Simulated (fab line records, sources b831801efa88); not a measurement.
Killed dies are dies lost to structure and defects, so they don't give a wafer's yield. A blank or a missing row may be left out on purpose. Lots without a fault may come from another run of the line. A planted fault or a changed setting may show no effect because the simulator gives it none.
Which tool did it? | flow sky130 | 10 lots, 30 wafers sampled, at 3 steps of a route of 708

WHAT THE GAUGES READ, wafer by wafer
SKY_VIA3_RS_MEAS_22: measures by four-point-probe.
lot  | measured     | on            | VIA3_W_RS (ohm/sq)
L613 | day 39 23:31 | film_metro-03 | 0.2973 0.2953 0.2985
L615 | day 40 12:30 | film_metro-03 | 0.2947 0.2902 0.2972
L616 | day 41 02:39 | film_metro-04 | 0.2971 0.2927 0.2958
L617 | day 41 06:39 | film_metro-02 | 0.2951 0.2973 0.2901
L625 | day 43 17:32 | film_metro-04 | 0.2660 0.2664 0.2922
L628 | day 44 06:50 | film_metro-02 | 0.2950 0.2969 0.3008
L629 | day 44 13:07 | film_metro-03 | 0.2947 0.2968 0.2976
L632 | day 45 05:01 | film_metro-03 | 0.2877 0.2901 0.2915
L634 | day 45 18:04 | film_metro-03 | 0.2930 0.2971 0.2937
L635 | day 46 00:44 | film_metro-04 | 0.2981 0.2952 0.2986

WHICH TOOL RAN EACH LOT (tool, then ch and the chambers of the sampled wafers, then the start)
lot  | SKY_METAL3_STRIP_19                  | SKY_VIA3_CVD_21
L613 | plasma_asher-03 ch 0,1, day 38 20:28 | cvd_w-02 ch 0,1, day 39 23:23
L615 | plasma_asher-01 ch 1, day 39 09:27   | cvd_w-01 ch 0,1, day 40 12:22
L616 | plasma_asher-03 ch 0,1, day 40 00:06 | cvd_w-01 ch 0,1, day 41 02:32
L617 | plasma_asher-03 ch 0,1, day 40 04:06 | cvd_w-02 ch 0,1, day 41 06:32
L625 | plasma_asher-03 ch 0,1, day 42 15:22 | cvd_w-01 ch 1, day 43 17:18
L628 | plasma_asher-04 ch 0,1, day 43 06:14 | cvd_w-02 ch 0,1, day 44 06:42
L629 | plasma_asher-04 ch 0,1, day 43 12:32 | cvd_w-02 ch 0,1, day 44 12:58
L632 | plasma_asher-01 ch 0,1, day 44 04:13 | cvd_w-02 ch 1, day 45 04:46
L634 | plasma_asher-04 ch 0,1, day 44 18:02 | cvd_w-01 ch 0,1, day 45 17:57
L635 | plasma_asher-03 ch 0,1, day 45 01:12 | cvd_w-01 ch 0,1, day 46 00:35
- SKY_METAL3_STRIP_19: strips in O2/N2.
- SKY_VIA3_CVD_21: deposits W, target thk 390 nm, time 117.31 s.

THE ANSWER, worked out from the rows above alone
Rule: what is usual is taken from the lots themselves. Put in order of their means at a reading, lots are off if they are a third of the lots or fewer, leave a main group of 4 or more, and stand apart from it by a gap of 3 or more times the standard deviation of the main group's means; of several such gaps the widest counts. A main group whose means are all the same, to the digits that the tables above print for the reading, isn't used. A lot without any number at a reading at which 4 lots or more have one is off too. The other lots that the step has rows for count as sound.
Off: L625, at SKY_VIA3_RS_MEAS_22 (VIA3_W_RS). The main group: mean 0.2951 ohm/sq, standard deviation 0.0023.
A tool fits if, at a process step before that reading, it ran every lot that is off, and no sound lot after the first of them. The gauges at SKY_VIA3_RS_MEAS_22 are tried like those tools. None of those tried fits.

WHAT THE SIMULATOR HAD PUT IN
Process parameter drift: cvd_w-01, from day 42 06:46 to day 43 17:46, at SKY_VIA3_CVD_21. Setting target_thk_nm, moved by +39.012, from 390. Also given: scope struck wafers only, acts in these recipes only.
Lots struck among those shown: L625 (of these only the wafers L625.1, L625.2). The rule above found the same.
